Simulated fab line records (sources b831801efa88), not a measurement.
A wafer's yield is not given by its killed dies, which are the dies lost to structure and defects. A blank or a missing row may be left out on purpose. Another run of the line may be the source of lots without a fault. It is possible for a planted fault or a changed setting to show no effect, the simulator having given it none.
fab line records -- flow sky130
record: lots: 5, wafers: 15, lastDay: 51
route steps=708 shown SD_P@324 RES_XHIGH@332 PAD_OPEN@708
lots untouched by any fault: they come from a run of this same line in which no faults occurred
startH: hours from the record's opening day to when the first of the lot's shown wafers began -- waitH: how many hours have passed since the lot's step before this one -- " the same as in the row above -- L1.1+2: several wafers, shown together as one row -- - value missing, or start not given -- * or withheld: withheld -- < > ~ a bound
route shown NAME@n: names a module that has steps shown in the file, with the first one's number in the route -- usual: the fault-free wafers' mean and standard deviation -- same: alike in all rows -- chamber/n: place in a boat -- sites: per-site readings -- _std_site: standard deviation across them -- _edge_site: outer sites' mean less inner sites' -- radiusMm: how far each site lies from the wafer's centre -- mask NAME#n: copy n -- behind: the last tool/chamber to shape the wafer -- hold: reason for holding the lot/hours on hold/outcome of the hold -- device: whichever transistor did not switch (one of n, p or np) -- end of line: tests run on the same wafers once the route is complete -- step lacking rows: just its recipe -- killed: the dies lost at the first sort to structure and to defects; this is not the yield of the wafer -- map: a wafer's dies, x killed, . not, _ none there
set.NAME: setting as actually run; set.NAME@STEP: the setting as run at that earlier step -- model.NAME: the simulator's own value behind a step, which no gauge read
lots at selected steps of the route; one table per step, one row per wafer
services: from which hour (startH, from the record's first day; less than 0 if before it) a tool's chamber was out of use, for how many hours, and why
== steps ==
step: SKY_SD_P_EXPOSE_04
recipe: maskId: PSDM, na: 0.6, sourceShape: conventional, sigmaOuter: 0.6, polarization: unpolarized, targetCdNm: 380, doseMj: 138
step: SKY_SD_P_PEB_05
recipe: tempC: withheld, timeS: *, resist: NOVOLAK
step: SKY_SD_P_DEVELOP_06
recipe: resist: NOVOLAK, developer: TMAH, developTimeS: 60, devTempC: 23
step: SKY_SD_P_CD_MEAS_07
recipe: targetCdNm: 380
usual: cdNm: 379.2/2.6
lot.wafer,tool,chamber,startH,waitH,cdNm
L321.1,cdSem-01,-,626.67,0.1,380.5
L321.5,cdSem-01,-,626.67,0.1,381.9
L321.6,cdSem-01,-,626.67,0.1,380.6
L322.3,cdSem-01,-,635.98,0.1,381.5
L322.5,cdSem-01,-,635.98,0.1,382.1
L322.6,cdSem-01,-,635.98,0.1,384.9
L323.3,cdSem-01,-,636.28,0.1,378.7
L323.4,cdSem-01,-,636.28,0.1,378.6
L323.5,cdSem-01,-,636.28,0.1,379.0
L327.1,cdSem-02,-,674.89,0.1,380.0
L327.4,cdSem-02,-,674.89,0.1,378.8
L327.5,cdSem-02,-,674.89,0.1,377.9
L338.1,cdSem-02,-,804.04,0.1,375.7
L338.5,cdSem-02,-,804.04,0.1,374.0
L338.6,cdSem-02,-,804.04,0.1,375.8
step: SKY_SD_P_OVL_MEAS_08
usual: SD_P_OVL: -0.5/1.3
lot.wafer,tool,chamber,startH,waitH,SD_P_OVL[nm]
L321.1,overlay-02,-,626.79,0.1,-0.3
L321.5,overlay-02,-,626.79,0.1,-0.8
L321.6,overlay-02,-,626.79,0.1,-1.9
L322.3,overlay-02,-,636.07,0.1,-2.1
L322.5,overlay-02,-,636.07,0.1,-2.0
L322.6,overlay-02,-,636.07,0.1,-2.7
L323.3,overlay-02,-,636.37,0.1,-2.6
L323.4,overlay-02,-,636.37,0.1,-3.3
L323.5,overlay-02,-,636.37,0.1,-0.6
L327.1,overlay-02,-,675.01,0.1,-0.9
L327.4,overlay-02,-,675.01,0.1,-0.1
L327.5,overlay-02,-,675.01,0.1,-1.6
L338.1,overlay-02,-,804.16,0.1,0.0
L338.5,overlay-02,-,804.16,0.1,-0.4
L338.6,overlay-02,-,804.16,0.1,0.1
step: SKY_SD_P_IMPLANT_09
recipe: species: BF2, energyKev: 20, doseCm2: 3e+15, tiltDeg: 0
step: SKY_SD_P_STRIP_10
recipe: chemistry: O2/N2, powerW: 1400, pressureMtorr: 1500, platenTempC: withheld, o2FlowSccm: 3000, n2FlowSccm: 300, overashFraction: 0.5
usual: drypumpMotorCurrentA: 6.0/0.42, n2FlowSccm: 300.1/0.88, oesProductAu: 0.618/0.0046, stripTimeToEndpointS: 17.50/0.038
lot.wafer,tool,chamber,startH,waitH,drypumpMotorCurrentA,n2FlowSccm,oesProductAu,rfHoursCounterH,stripTimeToEndpointS
L321.1,plasmaAsher-02,1,626.97,0.1,5.8,298.6,0.625,51,17.44
L321.5,plasmaAsher-02,1,626.97,0.1,5.8,299.8,0.621,-,17.47
L321.6,plasmaAsher-02,0,626.97,0.1,6.3,301.0,0.620,-,17.47
L322.3,plasmaAsher-03,0,636.28,0.1,6.6,299.8,0.616,-,17.48
L322.5,plasmaAsher-03,0,636.28,0.1,6.6,300.4,0.621,-,17.47
L322.6,plasmaAsher-03,1,636.28,0.1,5.5,299.8,0.620,-,17.47
L323.3,plasmaAsher-03,1,636.58,0.1,5.4,299.6,0.613,-,17.47
L323.4,plasmaAsher-03,0,636.58,0.1,6.6,300.1,0.617,-,17.50
L323.5,plasmaAsher-03,0,636.58,0.1,6.6,300.1,0.621,-,17.50
L327.1,plasmaAsher-02,1,675.19,0.1,5.8,298.7,0.619,56,17.49
L327.4,plasmaAsher-02,0,675.19,0.1,6.3,300.3,0.605,-,17.50
L327.5,plasmaAsher-02,0,675.19,0.1,6.3,300.0,0.607,-,17.52
L338.1,plasmaAsher-03,0,804.34,0.1,6.6,300.4,0.622,6,17.54
L338.5,plasmaAsher-03,1,804.34,0.1,5.5,301.7,0.620,-,17.53
L338.6,plasmaAsher-03,0,804.34,0.1,6.6,300.0,0.621,-,17.55
step: SKY_SD_P_TW_MEAS_11
usual: SD_P_TW: 2815/38
lot.wafer,tool,chamber,startH,waitH,SD_P_TW
L321.1,filmMetro-03,-,627.07,0.1,2747
L321.5,filmMetro-03,-,627.07,0.1,2775
L321.6,filmMetro-03,-,627.07,0.1,2765
L322.3,filmMetro-03,-,636.36,0.1,2782
L322.5,filmMetro-03,-,636.36,0.1,2771
L322.6,filmMetro-03,-,636.36,0.1,2767
L323.3,filmMetro-02,-,636.71,0.1,2857
L323.4,filmMetro-02,-,636.71,0.1,2849
L323.5,filmMetro-02,-,636.71,0.1,2848
L327.1,filmMetro-03,-,675.29,0.1,2807
L327.4,filmMetro-03,-,675.29,0.1,2795
L327.5,filmMetro-03,-,675.29,0.1,2799
L338.1,filmMetro-04,-,804.44,0.1,2782
L338.5,filmMetro-04,-,804.44,0.1,2786
L338.6,filmMetro-04,-,804.44,0.1,2784
step: SKY_RES_XHIGH_DEHYDRATE_00
recipe: tempC: 200, timeS: 60
step: SKY_RES_XHIGH_HMDS_01
recipe: primeTimeS: 60, primeTempC: 120
step: SKY_RES_XHIGH_COAT_02
recipe: resist: NOVOLAK, spinRpm: 3000, resistThkNm: 1140
step: SKY_RES_XHIGH_SOFTBAKE_03
recipe: tempC: 90, timeS: 60, resist: NOVOLAK
step: SKY_RES_XHIGH_EXPOSE_04
recipe: maskId: URPM, na: 0.6, sourceShape: conventional, sigmaOuter: 0.6, polarization: unpolarized, targetCdNm: 1270, doseMj: 140
lot.wafer,tool,chamber,startH,waitH,mask
L321.1+5+6,ilineStepper-01,0,640.86,-,URPM#0
L322.3+5+6,ilineStepper-02,0,650.23,-,URPM#0
L323.3+4+5,ilineStepper-01,0,650.95,-,URPM_R1#0
L327.1+4+5,ilineStepper-01,0,689.31,-,URPM#0
L338.1+5+6,ilineStepper-02,0,817.34,-,URPM#0
step: SKY_RES_XHIGH_PEB_05
recipe: tempC: withheld, timeS: *, resist: NOVOLAK
step: SKY_PAD_OPEN_PROBE_99
usual: killed_at_M0_to_M3: 43/6.8, killed_at_M4_up: 3.1/1.8, killedAtContacts: 25/5.8, killedAtFrontEnd: 15/4.2, killedAtOther: 0.3/0.5, killedDies: 87/9.7, killedOpen: 47/7.3, killedShort: 39/6.6
same: grossDies: 492, killedAtBackSide: 0
lot.wafer,tool,chamber,startH,waitH,killed_at_M0_to_M3,killed_at_M4_up,killedAtContacts,killedAtFrontEnd,killedAtOther,killedDies,killedOpen,killedShort
L321.1,prober-01,-,1104.75,0.1,42,1,32,9,1,85,45,40
L321.5,prober-01,-,1104.95,0.2,42,2,22,15,1,82,50,32
L321.6,prober-01,-,1105.00,0.2,50,1,23,9,1,84,44,40
L322.3,prober-01,-,1110.24,0.2,36,6,34,15,0,91,49,42
L322.5,prober-01,-,1110.34,0.2,30,2,36,14,1,83,52,31
L322.6,prober-01,-,1110.39,0.2,44,4,15,15,0,78,44,34
L323.3,prober-02,-,1111.20,0.2,43,3,22,16,0,84,44,40
L323.4,prober-02,-,1111.25,0.2,43,2,24,18,0,87,43,44
L323.5,prober-02,-,1111.30,0.2,48,3,23,11,0,85,50,35
L327.1,prober-02,-,1136.85,0.1,44,4,29,16,0,93,46,47
L327.4,prober-02,-,1137.00,0.2,35,2,17,10,0,64,37,27
L327.5,prober-02,-,1137.05,0.2,35,0,32,14,2,83,42,41
L338.1,prober-02,-,1216.91,0.1,63,5,15,13,0,96,55,40
L338.5,prober-02,-,1217.11,0.2,52,4,21,12,1,90,36,51
L338.6,prober-02,-,1217.16,0.2,49,6,35,17,0,107,48,59
killed by level:class
L321.1 LI_CONTACT:geometricParticle:open=11 VIA1:geometricParticle:open=9 METAL2:geometricParticle:short=7 LOCAL_INTERCONNECT:geometricParticle:short=6 CONTACT:geometricParticle:open=5 VIA3:geometricParticle:open=5 VIA1:geometricParticle:short=5 LI_CONTACT:geometricParticle:short=4
L321.5 VIA1:geometricParticle:open=11 LI_CONTACT:geometricParticle:open=9 CONTACT:geometricParticle:open=6 VIA3:geometricParticle:open=6 FIELD_ISO:geometricParticle:short=5 VIA2:geometricParticle:open=5 POLY_GATE:geometricParticle:open=4 CONTACT:geometricParticle:short=4
L321.6 VIA2:geometricParticle:open=13 CONTACT:geometricParticle:open=8 VIA1:geometricParticle:short=7 VIA3:geometricParticle:open=7 VIA1:geometricParticle:open=6 LI_CONTACT:geometricParticle:open=5 LI_CONTACT:geometricParticle:short=5 METAL3:geometricParticle:short=4
L322.3 CONTACT:geometricParticle:open=13 LI_CONTACT:geometricParticle:open=9 VIA1:geometricParticle:open=7 VIA1:geometricParticle:short=6 CONTACT:geometricParticle:short=6 VIA2:geometricParticle:open=6 METAL2:geometricParticle:short=5 LI_CONTACT:geometricParticle:short=5
L322.5 CONTACT:geometricParticle:open=18 LI_CONTACT:geometricParticle:open=7 POLY_GATE:geometricParticle:open=6 CONTACT:geometricParticle:short=6 VIA2:geometricParticle:open=6 METAL3:geometricParticle:short=5 VIA1:geometricParticle:short=5 VIA3:geometricParticle:open=4
L322.6 VIA1:geometricParticle:open=14 VIA1:geometricParticle:short=7 CONTACT:geometricParticle:open=6 POLY_GATE:geometricParticle:short=5 METAL2:geometricParticle:short=5 VIA2:geometricParticle:open=5 VIA3:geometricParticle:open=5 FIELD_ISO:geometricParticle:open=4
L323.3 VIA2:geometricParticle:open=10 LI_CONTACT:geometricParticle:open=7 METAL2:geometricParticle:short=7 METAL1:geometricParticle:short=6 VIA3:geometricParticle:open=6 CONTACT:geometricParticle:open=5 POLY_GATE:geometricParticle:open=5 LI_CONTACT:geometricParticle:short=5
L323.4 VIA1:geometricParticle:open=11 FIELD_ISO:geometricParticle:open=7 METAL1:geometricParticle:short=6 LI_CONTACT:geometricParticle:open=6 VIA1:geometricParticle:short=6 POLY_GATE:geometricParticle:short=5 CONTACT:geometricParticle:short=5 CONTACT:geometricParticle:open=5
L323.5 VIA3:geometricParticle:open=13 VIA1:geometricParticle:open=9 CONTACT:geometricParticle:short=8 CONTACT:geometricParticle:open=7 VIA2:geometricParticle:open=5 LI_CONTACT:geometricParticle:open=5 VIA1:geometricParticle:short=5 METAL1:geometricParticle:open=4
L327.1 VIA2:geometricParticle:open=10 LOCAL_INTERCONNECT:geometricParticle:short=9 CONTACT:geometricParticle:open=7 LI_CONTACT:geometricParticle:open=6 FIELD_ISO:geometricParticle:open=5 VIA1:geometricParticle:open=5 VIA1:geometricParticle:short=5 METAL2:geometricParticle:short=5
L327.4 VIA1:geometricParticle:open=7 VIA2:geometricParticle:open=7 METAL1:geometricParticle:short=6 LI_CONTACT:geometricParticle:open=5 VIA3:geometricParticle:open=5 POLY_GATE:geometricParticle:open=4 CONTACT:geometricParticle:open=4 POLY_GATE:geometricParticle:short=3
L327.5 LI_CONTACT:geometricParticle:open=11 CONTACT:geometricParticle:short=8 CONTACT:geometricParticle:open=8 VIA2:geometricParticle:open=7 METAL3:geometricParticle:short=6 FIELD_ISO:geometricParticle:open=5 VIA1:geometricParticle:open=5 VIA2:geometricParticle:short=5
L338.1 VIA3:geometricParticle:open=16 VIA1:geometricParticle:open=11 METAL1:geometricParticle:short=10 VIA2:geometricParticle:open=8 METAL2:geometricParticle:short=7 CONTACT:geometricParticle:open=6 POLY_GATE:geometricParticle:short=4 LI_CONTACT:geometricParticle:open=4
L338.5 VIA1:geometricParticle:open=10 METAL1:geometricParticle:short=9 LI_CONTACT:geometricParticle:open=7 VIA1:geometricParticle:short=6 VIA3:geometricParticle:short=6 CONTACT:geometricParticle:open=5 METAL2:geometricParticle:short=5 VIA2:geometricParticle:short=4
L338.6 LI_CONTACT:geometricParticle:open=12 VIA1:geometricParticle:open=11 METAL1:geometricParticle:short=10 LOCAL_INTERCONNECT:geometricParticle:short=8 CONTACT:geometricParticle:short=7 CONTACT:geometricParticle:open=6 VIA2:geometricParticle:open=6 FIELD_ISO:geometricParticle:short=5
== services ==
tool,chamber,startH,hours,kind
plasmaAsher-03,-,649.88,4.2,repair
plasmaAsher-02,-,688.67,2.8,pm
ilineStepper-02,-,715.16,9.7,repair
ilineStepper-01,-,728.57,6.9,repair
plasmaAsher-03,-,733.75,9.0,pm
plasmaAsher-03,0,733.75,9.0,ventCycle
plasmaAsher-03,1,733.75,9.0,ventCycle
plasmaAsher-03,0,742.75,-,clean
plasmaAsher-03,1,742.75,-,clean
plasmaAsher-03,-,747.62,4.1,repair
ilineStepper-01,-,784.54,1.7,pm
ilineStepper-02,-,785.25,25.7,repair
ilineStepper-02,-,810.99,1.7,pm
== key ==
firstSign: step: SKY_RES_XHIGH_EXPOSE_04, reading: mask, direction: changed
effect none on later readings
metAt SKY_RES_XHIGH_EXPOSE_04
struckWafers L323.3,L323.4,L323.5
testerLeftOut L323
onsetBetween 640.86 650.95
fault: kind: wrongMask, tool: any, chamber: -, onsetH: 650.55, steps: SKY_RES_XHIGH_EXPOSE_04, auxCopy: URPM_R1#0, cdOffsetNm: 190, scope: struckLotsOnly
testerLeftOut: of these lots the tester's yield and bins aren't shown, on N5 and GAA mostly nor the transistor test; their killed dies are dies lost to structure and defects alone, not to doping, threshold or leakage, so they don't give the yield
